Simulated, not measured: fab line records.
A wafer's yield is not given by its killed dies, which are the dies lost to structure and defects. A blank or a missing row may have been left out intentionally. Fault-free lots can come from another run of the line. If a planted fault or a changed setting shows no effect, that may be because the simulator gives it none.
Which tool is to blame? -- flow gf180mcu -- Sampling: 24 lots, 72 wafers, 4 of 602 route steps

== WHAT EACH GAUGE READ, for each wafer ==
GF_HV_LDD_OVL_MEAS_32.
lot,measured,on,HV_LDD_02_OVL (nm)
L074,day 11 11:07,overlay-02,-0.7 1.0 0.4
L075,day 11 17:01,overlay-01,0.9 1.9 0.1
L076,day 12 03:50,overlay-02,1.8 3.4 1.4
L077,day 12 11:42,overlay-01,1.4 1.8 0.8
L078,day 12 21:35,overlay-01,-0.8 -0.4 -0.3
L079,day 12 23:15,overlay-02,-0.6 0.9 0.5
L080,day 13 03:46,overlay-02,1.1 0.8 2.2
L081,day 13 11:18,overlay-01,1.4 0.1 -1.0
L082,day 13 19:12,overlay-01,-2.3 0.1 -2.3
L083,day 14 06:00,overlay-01,0.7 2.3 0.3
L084,day 14 10:25,overlay-02,0.5 1.1 0.6
L085,day 14 19:21,overlay-01,-0.3 -0.3 -0.5
L086,day 15 11:35,overlay-01,-1.2 0.6 -0.7
L087,day 15 12:33,overlay-01,0.8 3.0 1.4
L088,day 16 03:15,overlay-01,-0.5 0.2 0.3
L089,day 16 20:44,overlay-02,-0.1 1.6 -0.5
L090,day 17 06:14,overlay-01,-0.8 2.0 2.5
L091,day 18 03:18,overlay-01,1.5 0.7 -0.1
L092,day 18 03:28,overlay-02,0.0 0.7 -0.6
L093,day 18 17:53,overlay-02,2.5 2.0 0.6
L094,day 19 01:58,overlay-01,0.2 1.1 -0.2
L096,day 19 11:15,overlay-01,-0.9 0.6 0.6
L097,day 19 12:45,overlay-01,-0.5 1.2 0.7
L095,day 19 13:17,overlay-01,-2.0 -1.1 -0.7

GF_V1_THK_MEAS_03.
lot,measured,on,V1_CVD_02_THK (nm)
L074,day 16 23:10,film metro-01,838 847 853
L075,day 17 05:35,film metro-03,847 845 834
L076,day 17 17:37,film metro-03,857 833 845
L077,day 18 03:31,film metro-01,849 834 845
L078,day 18 15:47,film metro-03,844 834 842
L079,day 18 16:52,film metro-01,843 843 866
L080,day 18 21:34,film metro-02,851 827 832
L081,day 19 07:23,film metro-03,843 843 857
L082,day 19 15:14,film metro-02,836 843 863
L083,day 20 05:00,film metro-01,836 853 840
L084,day 20 10:50,film metro-01,844 845 836
L085,day 20 19:53,film metro-02,842 867 862
L086,day 21 14:17,film metro-01,854 850 858
L087,day 21 16:31,film metro-02,850 851 853
L088,day 22 06:01,film metro-03,838 851 852
L089,day 23 01:04,film metro-01,841 846 851
L090,day 23 12:45,film metro-01,845 855 853
L091,day 24 06:11,film metro-03,847 848 851
L092,day 24 07:26,film metro-03,850 845 863
L093,day 24 22:51,film metro-01,852 870 864
L094,day 25 04:13,film metro-02,846 835 855
L096,day 25 12:49,film metro-02,846 851 860
L097,day 25 14:28,film metro-01,851 856 870
L095,day 25 15:28,film metro-03,855 859 874

GF_V3_THK_MEAS_25: measures by xrf.
lot,measured,on,V3_W_THK (nm)
L074,day 22 04:02,film metro-01,343 338 342
L075,day 22 10:17,film metro-02,356 354 354
L076,day 22 22:34,film metro-02,352 357 355
L077,day 23 08:07,film metro-01,354 356 354
L078,day 23 18:40,film metro-02,357 359 351
L079,day 23 19:53,film metro-02,355 357 359
L080,day 24 01:35,film metro-03,348 354 352
L081,day 24 11:16,film metro-03,357 355 356
L082,day 24 17:28,film metro-02,360 360 360
L083,day 25 06:09,film metro-02,358 360 362
L084,day 25 12:17,film metro-01,347 353 348
L085,day 25 20:50,film metro-02,367 368 364
L086,day 26 13:17,film metro-03,359 351 357
L087,day 26 14:45,film metro-01,349 350 350
L088,day 27 01:38,film metro-02,356 359 359
L089,day 27 19:16,film metro-02,363 363 365
L090,day 28 06:10,film metro-02,357 352 358
L091,day 28 21:50,film metro-01,352 360 358
L092,day 28 22:37,film metro-03,346 370 366
L093,day 29 12:13,film metro-03,353 369 354
L094,day 29 14:44,film metro-02,367 367 359
L096,day 30 01:33,film metro-02,371 360 376
L097,day 30 02:06,film metro-03,354 356 357
L095,day 30 02:29,film metro-03,347 355 357

== EACH LOT AND THE TOOL THAT RAN IT (in order: tool; ch and the chambers of the sampled wafers; start) ==
lot,GF_M1_STRIP_17
L074,"plasma asher-01 ch 0, day 16 22:25"
L075,"plasma asher-01 ch 0,1, day 17 04:49"
L076,"plasma asher-02 ch 0,1, day 17 16:51"
L077,"plasma asher-02 ch 0,1, day 18 02:47"
L078,"plasma asher-03 ch 0,1, day 18 15:03"
L079,"plasma asher-03 ch 1, day 18 16:07"
L080,"plasma asher-01 ch 0,1, day 18 20:48"
L081,"plasma asher-03 ch 0,1, day 19 06:39"
L082,"plasma asher-02 ch 0,1, day 19 14:30"
L083,"plasma asher-02 ch 0,1, day 20 04:14"
L084,"plasma asher-01 ch 0,1, day 20 10:02"
L085,"plasma asher-01 ch 0,1, day 20 19:08"
L086,"plasma asher-01 ch 0,1, day 21 13:33"
L087,"plasma asher-02 ch 0,1, day 21 15:48"
L088,"plasma asher-03 ch 0,1, day 22 05:18"
L089,"plasma asher-03 ch 0, day 23 00:19"
L090,"plasma asher-01 ch 0,1, day 23 11:58"
L091,"plasma asher-02 ch 0,1, day 24 05:27"
L092,"plasma asher-03 ch 0,1, day 24 06:41"
L093,"plasma asher-01 ch 0,1, day 24 22:06"
L094,"plasma asher-01 ch 0,1, day 25 03:29"
L096,"plasma asher-03 ch 0,1, day 25 12:04"
L097,"plasma asher-03 ch 1, day 25 13:42"
L095,"plasma asher-02 ch 0,1, day 25 14:43"
- GF_M1_STRIP_17: strips in O2/N2.

== WHAT THE TOOLS THEMSELVES READ (means of the sampled wafers that have a number; where no wafer has one, the mark that the record gives instead) ==
GF_M1_STRIP_17.
lot,tool,drypump motor current A (A),heater power w (W),o2 flow sccm (sccm),oes product au (a.u.),strip time to endpoint s (s)
L074,plasma asher-01,6.5,333,3001,0.542,7.38
L075,plasma asher-01,6.4,344,2998,0.542,7.41
L076,plasma asher-02,5.7,320,2982,0.539,7.35
L077,plasma asher-02,5.4,325,3000,0.535,7.31
L078,plasma asher-03,5.4,331,2992,0.537,7.30
L079,plasma asher-03,5.3,316,2998,0.540,7.40
L080,plasma asher-01,6.4,349,2998,0.545,7.40
L081,plasma asher-03,5.4,336,2996,0.533,7.29
L082,plasma asher-02,5.4,328,3002,0.537,7.32
L083,plasma asher-02,5.4,326,3010,0.537,7.38
L084,plasma asher-01,6.4,359,2998,0.531,7.29
L085,plasma asher-01,6.4,349,3002,0.539,7.35
L086,plasma asher-01,6.4,355,3002,0.539,7.38
L087,plasma asher-02,5.4,321,2997,0.539,7.39
L088,plasma asher-03,5.5,348,2990,0.539,7.37
L089,plasma asher-03,5.5,364,2993,0.539,7.41
L090,plasma asher-01,6.4,346,3003,0.539,7.32
L091,plasma asher-02,5.7,324,3009,0.538,7.37
L092,plasma asher-03,5.4,345,2993,0.533,7.38
L093,plasma asher-01,6.4,358,3001,0.538,7.38
L094,plasma asher-01,6.4,365,3000,0.536,7.29
L096,plasma asher-03,5.4,352,3002,0.535,7.38
L097,plasma asher-03,5.2,316,3011,0.540,7.38
L095,plasma asher-02,5.7,322,2996,0.539,7.38

== THE ANSWER, worked out from the rows above alone ==
Rule: the usual values come from the lots themselves. The widest of any qualifying gaps counts: lots, ordered by their means at a reading, are off when they make up no more than a third of the lots, leave a main group of 4 or more, and stand apart from it by 3 or more times the standard deviation of that group's means. If all means in a main group match to the digits the tables above print for the reading, that group is not used. Also off: a lot with no number at a reading for which 4 or more lots have one. Any other lot the step has rows for is counted as sound. First the gauges in route order, then the tools' own readings, where a lot's mean is used as printed above. At the first step where some lot is off, the reading lying furthest off is the one used; lots without a number count as furthest.
No lot is off at any reading shown: from this, nothing can be told.

== WHAT THE SIMULATOR HAD PUT IN ==
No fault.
